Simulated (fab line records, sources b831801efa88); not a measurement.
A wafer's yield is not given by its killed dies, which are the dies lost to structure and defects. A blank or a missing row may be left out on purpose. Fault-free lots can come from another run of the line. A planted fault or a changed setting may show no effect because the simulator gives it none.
fab line records	flow sky130
record: lots: 13	wafers: 39	last_day: 50
route steps=708 shown SONOS_ONO@181 RES_PROTECT@215 POLY_GATE@227 LDD_N@241 LDD_P@266
lots that met no fault: from a run of the same line without faults
start_h: hours from the record's first day to the start of the lot's first wafer shown	wait_h: time in hours since the lot's previous step	" identical to the entry in the row above	L1.1+2: one row covering several wafers at once	- either no value or no given start	* or withheld: withheld	< > ~ a bound
route shown NAME@n: names a module that has steps shown in the file, with the first one's number in the route	usual: the fault-free wafers' mean and standard deviation	same: alike in all rows	chamber/n: place in a boat	sites: each site's reading	_std_site: the standard deviation of these	_edge_site: the outer-site mean with the inner-site mean subtracted	radius_mm: for every site, how far away it sits from the centre of the wafer	mask NAME#n: copy n	behind: the most recent tool/chamber to have shaped the wafer	hold: what put the lot on hold/how long, in hours/how the hold closed	device: transistor that didn't switch, given as n, p or np	end of line: tests of these same wafers at the route's end	a step without rows: its recipe alone	killed: count of dies lost to structure and defects at first sort (not the wafer's yield)	map: the dies of a wafer, with x for killed, . for not killed, _ for no die there
set.NAME: the setting the step ran with; set.NAME@STEP: the setting that earlier step ran with	model.NAME: the simulator's own value behind a step, which no gauge read
one table for each step of the route and one row for each wafer, over a sample of lots
services: a tool's chamber out of use, with start hour (start_h, from the record's first day; less than 0 if before it), hours out, and reason
== steps ==
step: SKY_SONOS_ONO_CD_MEAS_13
recipe: target_cd_nm: 410
usual: cd_nm: 410.6/2.4
lot.wafer	tool	chamber	start_h	wait_h	cd_nm
L409.3	cd_sem-02	-	281.01	0.1	411.4
L409.5	"	-	"	"	410.3
L409.6	"	-	"	"	412.2
L412.1	cd_sem-02	-	323.78	0.1	411.6
L412.4	"	-	"	"	411.7
L412.6	"	-	"	"	410.9
L414.2	cd_sem-02	-	352.75	0.1	411.4
L414.4	"	-	"	"	409.4
L414.6	"	-	"	"	407.7
L417.2	cd_sem-01	-	366.16	0.1	409.9
L417.3	"	-	"	"	410.0
L417.6	"	-	"	"	409.3
L421.1	cd_sem-01	-	396.68	0.1	409.6
L421.3	"	-	"	"	409.6
L421.4	"	-	"	"	407.2
L424.1	cd_sem-02	-	413.28	0.1	409.5
L424.2	"	-	"	"	411.0
L424.3	"	-	"	"	409.8
L425.1	cd_sem-02	-	423.02	0.1	411.3
L425.2	"	-	"	"	412.1
L425.5	"	-	"	"	412.1
L426.1	cd_sem-01	-	428.17	0.1	408.6
L426.5	"	-	"	"	405.2
L426.6	"	-	"	"	407.7
L427.2	cd_sem-01	-	438.30	0.1	410.0
L427.4	"	-	"	"	408.6
L427.5	"	-	"	"	410.1
L428.1	cd_sem-02	-	441.43	0.1	412.1
L428.2	"	-	"	"	413.0
L428.6	"	-	"	"	412.4
L429.1	cd_sem-01	-	447.32	0.1	412.6
L429.5	"	-	"	"	410.1
L429.6	"	-	"	"	414.9
L430.4	cd_sem-01	-	467.23	0.1	410.0
L430.5	"	-	"	"	413.6
L430.6	"	-	"	"	411.6
L431.1	cd_sem-01	-	472.17	0.1	412.7
L431.2	"	-	"	"	411.1
L431.4	"	-	"	"	410.9
step: SKY_RES_PROTECT_TW_MEAS_08
usual: POLY_GATE_TW: 4060/25
lot.wafer	tool	chamber	start_h	wait_h	POLY_GATE_TW
L409.3	film_metro-01	-	342.45	0.1	4043
L409.5	"	-	"	"	4063
L409.6	"	-	"	"	4068
L412.1	film_metro-01	-	384.92	0.1	4111
L412.4	"	-	"	"	4091
L412.6	"	-	"	"	4113
L414.2	film_metro-04	-	419.23	0.1	4066
L414.4	"	-	"	"	4073
L414.6	"	-	"	"	4046
L417.2	film_metro-01	-	435.89	0.1	4033
L417.3	"	-	"	"	4070
L417.6	"	-	"	"	4073
L421.1	film_metro-03	-	465.98	0.1	4021
L421.3	"	-	"	"	4065
L421.4	"	-	"	"	4026
L424.1	film_metro-03	-	481.23	0.1	4005
L424.2	"	-	"	"	4034
L424.3	"	-	"	"	4027
L425.1	film_metro-04	-	489.57	0.1	4091
L425.2	"	-	"	"	4086
L425.5	"	-	"	"	4068
L426.1	film_metro-01	-	495.53	0.1	4078
L426.5	"	-	"	"	4061
L426.6	"	-	"	"	4051
L427.2	film_metro-04	-	505.74	0.1	4048
L427.4	"	-	"	"	4066
L427.5	"	-	"	"	4063
L428.1	film_metro-03	-	507.63	0.1	4052
L428.2	"	-	"	"	4057
L428.6	"	-	"	"	4063
L429.1	film_metro-04	-	514.88	0.1	4069
L429.5	"	-	"	"	4078
L429.6	"	-	"	"	4087
L430.4	film_metro-03	-	534.31	0.1	4034
L430.5	"	-	"	"	4031
L430.6	"	-	"	"	4016
L431.1	film_metro-04	-	537.93	0.1	4061
L431.2	"	-	"	"	4092
L431.4	"	-	"	"	4079
step: SKY_POLY_GATE_CD_MEAS_13
recipe: target_cd_nm: 150
usual: cd_nm: 149.3/1.5
lot.wafer	tool	chamber	start_h	wait_h	cd_nm
L409.3	cd_sem-02	-	375.57	-	151.1
L409.5	"	-	"	"	150.7
L409.6	"	-	"	"	151.2
L412.1	cd_sem-02	-	415.38	-	148.0
L412.4	"	-	"	"	148.1
L412.6	"	-	"	"	148.4
L414.2	cd_sem-01	-	452.15	-	148.7
L414.4	"	-	"	"	148.5
L414.6	"	-	"	"	149.2
L417.2	cd_sem-01	-	469.80	-	149.8
L417.3	"	-	"	"	151.0
L417.6	"	-	"	"	149.5
L421.1	cd_sem-02	-	497.93	-	148.2
L421.3	"	-	"	"	148.0
L421.4	"	-	"	"	149.3
L424.1	cd_sem-01	-	513.63	-	149.4
L424.2	"	-	"	"	150.1
L424.3	"	-	"	"	149.7
L425.1	cd_sem-02	-	521.13	-	152.1
L425.2	"	-	"	"	151.6
L425.5	"	-	"	"	151.1
L426.1	cd_sem-01	-	527.43	-	150.9
L426.5	"	-	"	"	149.6
L426.6	"	-	"	"	150.5
L427.2	cd_sem-02	-	537.10	-	150.2
L427.4	"	-	"	"	151.0
L427.5	"	-	"	"	150.1
L428.1	cd_sem-02	-	539.43	-	146.1
L428.2	"	-	"	"	147.2
L428.6	"	-	"	"	146.9
L429.1	cd_sem-01	-	545.83	-	150.4
L429.5	"	-	"	"	148.6
L429.6	"	-	"	"	149.1
L430.4	cd_sem-02	-	566.69	-	147.7
L430.5	"	-	"	"	148.1
L430.6	"	-	"	"	149.5
L431.1	cd_sem-02	-	569.23	-	149.5
L431.2	"	-	"	"	150.6
L431.4	"	-	"	"	149.9
step: SKY_LDD_N_EXPOSE_04
recipe: mask_id: NTM	target_cd_nm: 840	na: 0.6	source_shape: conventional	sigma_outer: 0.6	dose_mj: 110
lot.wafer	tool	chamber	start_h	wait_h	mask
L409.3+5+6	iline_stepper-02	0	392.66	-	NTM#0
L412.1+4+6	iline_stepper-01	0	432.32	-	NTM#0
L414.2+4+6	iline_stepper-02	0	470.75	-	NTM#0
L417.2+3+6	iline_stepper-01	0	487.27	-	PSDM#0
L421.1+3+4	iline_stepper-01	0	515.65	-	NTM#0
L424.1+2+3	iline_stepper-01	0	530.24	-	NTM#0
L425.1+2+5	iline_stepper-02	0	538.03	-	NTM#0
L426.1+5+6	iline_stepper-01	0	544.34	-	NTM#0
L427.2+4+5	iline_stepper-01	0	553.74	-	NTM#0
L428.1+2+6	iline_stepper-02	0	556.49	-	NTM#0
L429.1+5+6	iline_stepper-02	0	562.88	-	NTM#0
L430.4+5+6	iline_stepper-01	0	583.76	-	NTM#0
L431.1+2+4	iline_stepper-01	0	586.18	-	NTM#0
step: SKY_LDD_N_OVL_MEAS_07
usual: LDD_N_OVL: 0.2/2
lot.wafer	tool	chamber	start_h	wait_h	LDD_N_OVL[nm]
L409.3	overlay-01	-	407.59	0.1	1.0
L409.5	"	-	"	"	0.4
L409.6	"	-	"	"	1.7
L412.1	overlay-02	-	447.62	0.1	-1.0
L412.4	"	-	"	"	-1.4
L412.6	"	-	"	"	-0.6
L414.2	overlay-01	-	485.63	0.1	-0.9
L414.4	"	-	"	"	-1.3
L414.6	"	-	"	"	-1.2
L417.2	overlay-02	-	502.33	0.1	-
L417.3	"	-	"	"	-
L417.6	"	-	"	"	-
L421.1	overlay-01	-	530.28	0.1	-1.9
L421.3	"	-	"	"	-1.7
L421.4	"	-	"	"	-2.1
L424.1	overlay-01	-	544.82	0.1	-2.2
L424.2	"	-	"	"	-2.5
L424.3	"	-	"	"	-2.1
L425.1	overlay-02	-	552.28	0.1	3.6
L425.2	"	-	"	"	4.7
L425.5	"	-	"	"	3.1
L426.1	overlay-01	-	558.98	0.1	-0.5
L426.5	"	-	"	"	-2.4
L426.6	"	-	"	"	-0.9
L427.2	overlay-02	-	568.98	0.1	-0.3
L427.4	"	-	"	"	0.2
L427.5	"	-	"	"	-0.6
L428.1	overlay-02	-	571.42	0.1	3.6
L428.2	"	-	"	"	3.9
L428.6	"	-	"	"	3.6
L429.1	overlay-01	-	577.73	0.1	0.0
L429.5	"	-	"	"	0.8
L429.6	"	-	"	"	0.4
L430.4	overlay-01	-	597.94	0.1	0.4
L430.5	"	-	"	"	-0.4
L430.6	"	-	"	"	0.0
L431.1	overlay-01	-	600.23	0.1	-3.4
L431.2	"	-	"	"	-4.4
L431.4	"	-	"	"	-3.6
step: SKY_LDD_N_TW_MEAS_17
usual: LDD_N_TW: 2599/19
lot.wafer	tool	chamber	start_h	wait_h	LDD_N_TW
L409.3	film_metro-01	-	408.94	0.1	2634
L409.5	"	-	"	"	2620
L409.6	"	-	"	"	2623
L412.1	film_metro-01	-	448.96	0.1	2596
L412.4	"	-	"	"	2624
L412.6	"	-	"	"	2623
L414.2	film_metro-01	-	486.97	0.1	2605
L414.4	"	-	"	"	2610
L414.6	"	-	"	"	2581
L417.2	film_metro-04	-	503.67	0.1	30
L417.3	"	-	"	"	30
L417.6	"	-	"	"	30
L421.1	film_metro-01	-	531.61	0.1	2609
L421.3	"	-	"	"	2593
L421.4	"	-	"	"	2614
L424.1	film_metro-01	-	546.16	0.1	2617
L424.2	"	-	"	"	2611
L424.3	"	-	"	"	2608
L425.1	film_metro-04	-	553.62	0.1	2622
L425.2	"	-	"	"	2613
L425.5	"	-	"	"	2602
L426.1	film_metro-01	-	560.31	0.1	2612
L426.5	"	-	"	"	2616
L426.6	"	-	"	"	2594
L427.2	film_metro-02	-	570.32	0.1	2581
L427.4	"	-	"	"	2580
L427.5	"	-	"	"	2603
L428.1	film_metro-01	-	572.76	0.1	2601
L428.2	"	-	"	"	2610
L428.6	"	-	"	"	2605
L429.1	film_metro-02	-	579.07	0.1	2570
L429.5	"	-	"	"	2587
L429.6	"	-	"	"	2576
L430.4	film_metro-02	-	599.29	0.1	2575
L430.5	"	-	"	"	2577
L430.6	"	-	"	"	2581
L431.1	film_metro-04	-	601.57	0.1	2608
L431.2	"	-	"	"	2591
L431.4	"	-	"	"	2608
step: SKY_LDD_P_TW_MEAS_11
usual: LDD_P_TW: 637/4
lot.wafer	tool	chamber	start_h	wait_h	LDD_P_TW
L409.3	film_metro-03	-	439.81	0.1	636
L409.5	"	-	"	"	637
L409.6	"	-	"	"	636
L412.1	film_metro-01	-	480.18	0.1	639
L412.4	"	-	"	"	638
L412.6	"	-	"	"	639
L414.2	film_metro-03	-	517.95	0.1	638
L414.4	"	-	"	"	639
L414.6	"	-	"	"	638
L417.2	film_metro-02	-	533.65	0.1	2593
L417.3	"	-	"	"	2598
L417.6	"	-	"	"	2611
L421.1	film_metro-01	-	561.24	0.1	640
L421.3	"	-	"	"	642
L421.4	"	-	"	"	640
L424.1	film_metro-02	-	576.23	0.1	634
L424.2	"	-	"	"	632
L424.3	"	-	"	"	630
L425.1	film_metro-03	-	583.49	0.1	633
L425.2	"	-	"	"	637
L425.5	"	-	"	"	634
L426.1	film_metro-03	-	590.89	0.1	635
L426.5	"	-	"	"	633
L426.6	"	-	"	"	637
L427.2	film_metro-02	-	599.94	0.1	631
L427.4	"	-	"	"	636
L427.5	"	-	"	"	630
L428.1	film_metro-03	-	601.63	0.1	635
L428.2	"	-	"	"	638
L428.6	"	-	"	"	634
L429.1	film_metro-02	-	608.14	0.1	631
L429.5	"	-	"	"	629
L429.6	"	-	"	"	631
L430.4	film_metro-01	-	628.16	0.1	642
L430.5	"	-	"	"	645
L430.6	"	-	"	"	642
L431.1	film_metro-01	-	630.58	0.1	644
L431.2	"	-	"	"	643
L431.4	"	-	"	"	642
== services ==
tool	chamber	start_h	hours	kind
iline_stepper-02	-	393.26	0.7	repair
iline_stepper-02	-	430.87	1.7	pm
iline_stepper-01	-	459.32	1.7	pm
iline_stepper-01	-	467.64	8.9	repair
iline_stepper-02	-	520.03	10.5	repair
== key ==
first_sign: step: SKY_LDD_N_EXPOSE_04	reading: mask	direction: changed
effect: step: SKY_LDD_N_OVL_MEAS_07	reading: LDD_N_OVL	direction: missing
effect: step: SKY_LDD_N_TW_MEAS_17	reading: LDD_N_TW	direction: down	sigmas: 99+	usual: 2599	struck: 30
effect: step: SKY_LDD_P_TW_MEAS_11	reading: LDD_P_TW	direction: up	sigmas: 99+	usual: 637	struck: 2601
met_at SKY_LDD_N_EXPOSE_04
struck_lots L417
sort_left_out L417.2,L417.3,L417.6
tester_left_out L417
not_acting_at SKY_SONOS_ONO_CD_MEAS_13,SKY_RES_PROTECT_TW_MEAS_08,SKY_POLY_GATE_CD_MEAS_13
onset_between 432.32 487.27
fault: kind: wrong_mask	tool: any	chamber: -	onset_h: 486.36	steps: SKY_LDD_N_EXPOSE_04	aux_copy: PSDM#0	scope: struck_lots_only
tester_left_out: of these lots the tester's yield and bins aren't shown, on N5 and GAA mostly nor the transistor test; their killed dies are dies lost to structure and defects alone, not to doping, threshold or leakage, so they don't give the yield
sort_left_out: the simulated sort isn't trusted on such a fault, so these wafers' sort isn't shown, and their yield isn't known
